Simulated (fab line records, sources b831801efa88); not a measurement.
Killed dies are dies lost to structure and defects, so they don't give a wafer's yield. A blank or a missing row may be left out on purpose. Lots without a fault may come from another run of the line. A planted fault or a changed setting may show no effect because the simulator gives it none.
fab line records | flow gf180mcu
record lots=6 wafers=18 last_day=34
route steps=602 shown NWELL@48 LVPWELL@54
lots that met no fault: from a run of the same line without faults
start_h: hours from the record's first day to the start of the lot's first wafer shown | wait_h: hours since the lot's step before | " the same as in the row above | L1.1+2: a row that stands for several wafers | - no value, or no start given | * or withheld: withheld | < > ~ a bound
route shown NAME@n: a module of which the file shows steps, and the number in the route of the first | usual: mean/standard deviation of fault-free wafers | same: alike in all rows | chamber/n: place in a boat | sites: the reading at each site | _std_site: their standard deviation | _edge_site: outer sites' mean less inner sites' | radius_mm: how far each site lies from the wafer's centre | mask NAME#n: copy n | behind: the tool/chamber that last shaped the wafer | hold: why the lot was held/for how many hours/how that ended | device: the transistor (n, p or np) that didn't switch | end of line: the same wafers' tests at the end of the route | a step without rows: its recipe alone | killed: dies lost to structure and defects at the first sort, not the wafer's yield | map: a wafer's dies, x killed, . not, _ none there
set.NAME: the setting as run; set.NAME@STEP: as run at that earlier step | model.NAME: the simulator's own value behind a step, which no gauge read
lots at some steps of the route; a table a step, a row a wafer
## steps
# step GF_NWELL_DEVELOP_06
# recipe wall_angle_deg=90 develop_time_s=60 dev_temp_c=23
# step GF_NWELL_OVL_MEAS_07
# usual NWELL_OVL=1.7/1.2
# columns lot.wafer tool chamber start_h wait_h NWELL_OVL[nm]
L630.1 overlay-01 - 85.65 - 2.6
L630.3 " - " " 2.9
L630.4 " - " " 2.4
L631.1 overlay-02 - 88.75 - 1.9
L631.2 " - " " 1.4
L631.5 " - " " 2.5
L642.1 overlay-01 - 148.90 - -1.1
L642.4 " - " " 1.3
L642.5 " - " " 1.0
L643.1 overlay-02 - 153.54 - 2.6
L643.5 " - " " 0.7
L643.6 " - " " 1.3
L647.2 overlay-01 - 174.40 - 2.2
L647.4 " - " " 3.2
L647.5 " - " " 3.8
L648.1 overlay-02 - 180.11 - 3.1
L648.2 " - " " 3.8
L648.6 " - " " 4.0
# step GF_NWELL_IMPLANT_08
# recipe species=P energy_kev=450 dose_cm2=1.5e+13 tilt_deg=0
# step GF_NWELL_IMPLANT_09
# recipe species=P energy_kev=160 dose_cm2=4e+12 tilt_deg=0
# step GF_NWELL_STRIP_10
# recipe chemistry=O2/N2 power_w=1400 pressure_mtorr=1500 platen_temp_c=250 o2_flow_sccm=3000 n2_flow_sccm=300 overash_fraction=0.5
# usual drypump_motor_current_A=5.8/0.47 heater_power_w=376/24 n2_flow_sccm=299.9/0.95 oes_product_au=0.722/0.0047 strip_time_to_endpoint_s=36.99/0.11
# columns lot.wafer tool chamber start_h wait_h drypump_motor_current_A heater_power_w n2_flow_sccm oes_product_au rf_hours_counter_h strip_time_to_endpoint_s
L630.1 plasma_asher-03 0 85.99 0.1 6.2 377 299.5 0.722 45 36.85
L630.3 " 1 " " 5.4 376 300.2 0.722 - 36.84
L630.4 " 0 " " 6.3 366 299.8 0.716 - 36.89
L631.1 plasma_asher-03 1 89.15 0.2 5.4 367 297.5 0.719 45 37.01
L631.2 " 0 " " 6.2 380 301.1 0.719 45 36.99
L631.5 " 1 " " 5.4 370 299.2 0.719 - 37.06
L642.1 plasma_asher-03 0 149.24 0.1 6.3 382 299.9 0.716 52 37.01
L642.4 " 1 " " 5.3 367 298.8 0.728 - 36.98
L642.5 " 0 " " 6.2 378 300.1 0.724 - 36.92
L643.1 plasma_asher-03 0 153.88 0.1 6.2 383 299.8 0.727 53 37.11
L643.5 " 1 " " 5.3 370 299.7 0.722 - 37.00
L643.6 " 0 " " 6.3 364 299.2 0.715 - 37.04
L647.2 plasma_asher-03 0 174.73 0.1 6.2 379 300.5 0.725 55 37.07
L647.4 " 1 " " 5.4 366 299.9 0.722 - 37.12
L647.5 " 1 " " 5.4 373 299.7 0.722 - 37.14
L648.1 plasma_asher-03 0 180.44 0.1 6.2 375 299.3 0.718 56 37.07
L648.2 " 1 " " 5.4 359 300.4 0.723 56 37.14
L648.6 " 0 " " 6.2 377 299.1 0.714 - 37.00
# step GF_NWELL_TW_MEAS_11
# usual NWELL_TW=1566/9.5
# columns lot.wafer tool chamber start_h wait_h NWELL_TW
L630.1 film_metro-01 - 86.09 0.1 1568
L630.3 " - " " 1567
L630.4 " - " " 1571
L631.1 film_metro-04 - 89.25 0.1 1564
L631.2 " - " " 1558
L631.5 " - " " 1564
L642.1 film_metro-01 - 149.34 0.1 1570
L642.4 " - " " 1571
L642.5 " - " " 1569
L643.1 film_metro-01 - 153.98 0.1 1580
L643.5 " - " " 1572
L643.6 " - " " 1582
L647.2 film_metro-03 - 174.84 0.1 1578
L647.4 " - " " 1570
L647.5 " - " " 1569
L648.1 film_metro-03 - 180.54 0.1 1562
L648.2 " - " " 1564
L648.6 " - " " 1568
# step GF_LVPWELL_DEHYDRATE_00
# recipe temp_c=200 time_s=60
# step GF_LVPWELL_HMDS_01
# recipe prime_time_s=60 prime_temp_c=120
# step GF_LVPWELL_COAT_02
# recipe spin_rpm=2000 resist_thk_nm=3000
# step GF_LVPWELL_SOFTBAKE_03
# recipe temp_c=110 time_s=withheld
# step GF_LVPWELL_EXPOSE_04
# recipe mask_id=LVPWELL target_cd_nm=600 na=0.6 source_shape=conventional sigma_outer=0.6 dose_mj=260
# step GF_LVPWELL_PEB_05
# recipe temp_c=115 time_s=withheld
# step GF_LVPWELL_DEVELOP_06
# recipe wall_angle_deg=90 develop_time_s=60 dev_temp_c=23
# usual chill_plate_temp_C=22.99/0.11 develop_time_s=60/0 exhaust_pa=45.1/0.95
# columns lot.wafer tool chamber start_h wait_h chill_plate_temp_C develop_time_s exhaust_pa
L630.1 litho_track-04 0 99 - 22.99 60 45.1
L630.3 " 0 " " 23.01 60 45.3
L630.4 " 0 " " 23.00 60 45.2
L631.1 litho_track-04 0 103 - 22.90 60 46.2
L631.2 " 0 " " 22.95 60 47.9
L631.5 " 0 " " 22.87 60 45.8
L642.1 litho_track-04 - 164 - - - -
L642.4 " - 165 - - - -
L642.5 " - " " - - -
L643.1 litho_track-01 - 169 - - - -
L643.5 " - " " - - -
L643.6 " - " " - - -
L647.2 litho_track-02 0 191 - 23.16 60 45.1
L647.4 " 0 " " 23.09 60 46.3
L647.5 " 0 " " 23.18 60 45.2
L648.1 litho_track-04 0 197 - 22.99 60 44.9
L648.2 " 0 " " 22.97 60 45.8
L648.6 " 0 " " 22.87 60 44.5
# step GF_LVPWELL_OVL_MEAS_07
# usual LVPWELL_OVL=0.4/1.7
# columns lot.wafer tool chamber start_h wait_h LVPWELL_OVL[nm]
L630.1 overlay-02 - 99.73 - 1.9
L630.3 " - " " 3.3
L630.4 " - " " 1.3
L631.1 overlay-02 - 103.25 - 0.4
L631.2 " - " " 1.2
L631.5 " - " " 2.0
L642.1 overlay-01 - 165.10 - -
L642.4 " - " " -
L642.5 " - " " -
L643.1 overlay-02 - 169.66 - -
L643.5 " - " " -
L643.6 " - " " -
L647.2 overlay-01 - 191.19 - 1.0
L647.4 " - " " 1.1
L647.5 " - " " 3.1
L648.1 overlay-02 - 197.45 - -0.3
L648.2 " - " " 1.0
L648.6 " - " " 0.3
## key
first_sign step=GF_LVPWELL_DEVELOP_06 reading=tool_record direction=missing
effect none on later readings
met_at GF_LVPWELL_DEVELOP_06
struck_wafers L642.1,L642.4,L642.5,L643.1,L643.5,L643.6
sort_left_out L642.1,L642.4,L642.5,L643.1,L643.5,L643.6
tester_left_out L642,L643
onset_between 103 164
fault kind=skipped_step_whole tool=litho_track-01,litho_track-04 chamber=- onset_h=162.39 steps=GF_LVPWELL_DEVELOP_06 scope=struck_lots_only
# tester_left_out: of these lots the tester's yield and bins aren't shown, on N5 and GAA mostly nor the transistor test; their killed dies are dies lost to structure and defects alone, not to doping, threshold or leakage, so they don't give the yield
# sort_left_out: the simulated sort isn't trusted on such a fault, so these wafers' sort isn't shown, and their yield isn't known
